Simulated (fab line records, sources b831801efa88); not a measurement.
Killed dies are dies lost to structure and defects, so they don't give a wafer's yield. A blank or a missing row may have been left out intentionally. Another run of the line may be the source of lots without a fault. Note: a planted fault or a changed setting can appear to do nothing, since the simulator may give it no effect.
Problem report in the 8D (eight disciplines) form, filled by code || flow sky130 || the parts of the form that need people (team, actions taken, sign-off) are left out

## 1. THE ISSUE
Mean of run-length-s at SKY_VIA3_ETCH_14: 51.4 s across 2 wafers in 2 lots; on wafers with no fault it is 74.2 s (standard deviation 0.55). Measured from the usual mean, that is -42 standard deviations.
The step: etches BARC in N2/H2, stops on SiO2, time 45.9 s, target depth 60 nm.
The first sign was on wafer L909.2 at day 43 07:17, on rie-diel-03. The record has a number at this step for 42 wafers belonging to 14 lots. Rule for "out", or "out of limits": more than 4 standard deviations from the usual mean. All remaining wafers that have a number are taken as sound.

## 2. WHAT IT IS, WHAT IT ISN'T
{"question": "which readings at this step", "is": "run-length-s, oes-product-au", "is not": "chamber-pressure-mTorr, drypump-motor-current-A, throttle-valve-pct"}
{"question": "which lots", "is": "L909, L912", "is not": "L898, L899, L900, L901, L903, L904, L906, L916, L918, L919, L920, L921"}
{"question": "which wafers of those lots", "is": "L909.2, L912.4", "is not": "L909.3, L909.6, L912.2, L912.5"}
{"question": "read on which tools", "is": "rie-diel-03", "is not": "rie-diel-02, rie-diel-04"}
{"question": "when", "is": "from day 43 07:17", "is not": "up to then (23 sound wafers); but 17 sound wafers of L912, L916, L918, L919, L920, L921 came after"}

## 3. SUSPECTS, AND WHAT RULES EACH OUT
Counting: if a tool at a process step up to the reading ran every lot that is out, it stays a suspect. Sound lots after the first of them don't rule it out here, since some wafers of a struck lot are sound.
- rie-diel-03 at SKY_VIA3_ETCH_14 (etches BARC in N2/H2, stops on SiO2, time 45.9 s, target depth 60 nm): kept. Ran every lot that is out, first one L909 (day 43 07:17); last sound lot up to then L904 (day 42 01:14). Its own readings are out on those wafers: oes-product-au, run-length-s.
- Within rie-diel-03 at SKY_VIA3_ETCH_14: the wafers that are out ran in chamber 2; their sound lot-mates ran in chambers 0, 1, 3.
After counting, what remains is rie-diel-03 at SKY_VIA3_ETCH_14.

## 4. THE CAUSE (what the simulator had put in)
rie-diel-03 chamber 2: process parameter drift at SKY_VIA3_ETCH_14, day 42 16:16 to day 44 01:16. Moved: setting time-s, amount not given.
The count eliminated every tool but this one.

## 5. SEQUENCE OF EFFECTS, ordered by route
Rows list readings where the struck wafers' mean (over those with a number) sits beyond 3 standard deviations from the usual. Scope: only readings with a usual standard deviation given in the record; hours: median across lots of the time from each lot's start at the first step in this table that gives one to its start at this step; sigmas: change in usual standard deviations.
{"hours": 0, "step": "SKY_VIA3_ETCH_14", "reading": "oes-product-au", "usual": "0.856 a.u.", "on struck wafers": 0.990, "change": "+0.134", "sigmas": "+29"}
{"hours": 0, "step": "SKY_VIA3_ETCH_14", "reading": "run-length-s", "usual": "74.2 s", "on struck wafers": 51.4, "change": -22.9, "sigmas": -42}
{"hours": 0, "step": "SKY_VIA3_ETCH_15", "reading": "oes-product-au", "usual": "0.946 a.u.", "on struck wafers": 0.375, "change": -0.571, "sigmas": "-99 or more"}
{"hours": 0, "step": "SKY_VIA3_STRIP_16", "reading": "strip-time-to-endpoint-s", "usual": "4.143 s", "on struck wafers": 4.364, "change": "+0.221", "sigmas": "+8.2"}
Its process steps:
- SKY_VIA3_ETCH_14: etches BARC in N2/H2, stops on SiO2, time 45.9 s, target depth 60 nm.
- SKY_VIA3_ETCH_15: etches SiO2 in C4F8/O2/Ar, stops on TiN, target depth 507 nm, time 78 s.
- SKY_VIA3_STRIP_16: strips in O2/N2.

## 6. HOW IT WOULD HAVE BEEN CAUGHT EARLIER
In this record the first reading out of limits was taken at day 43 07:17, 15 hours after the fault began at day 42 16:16.
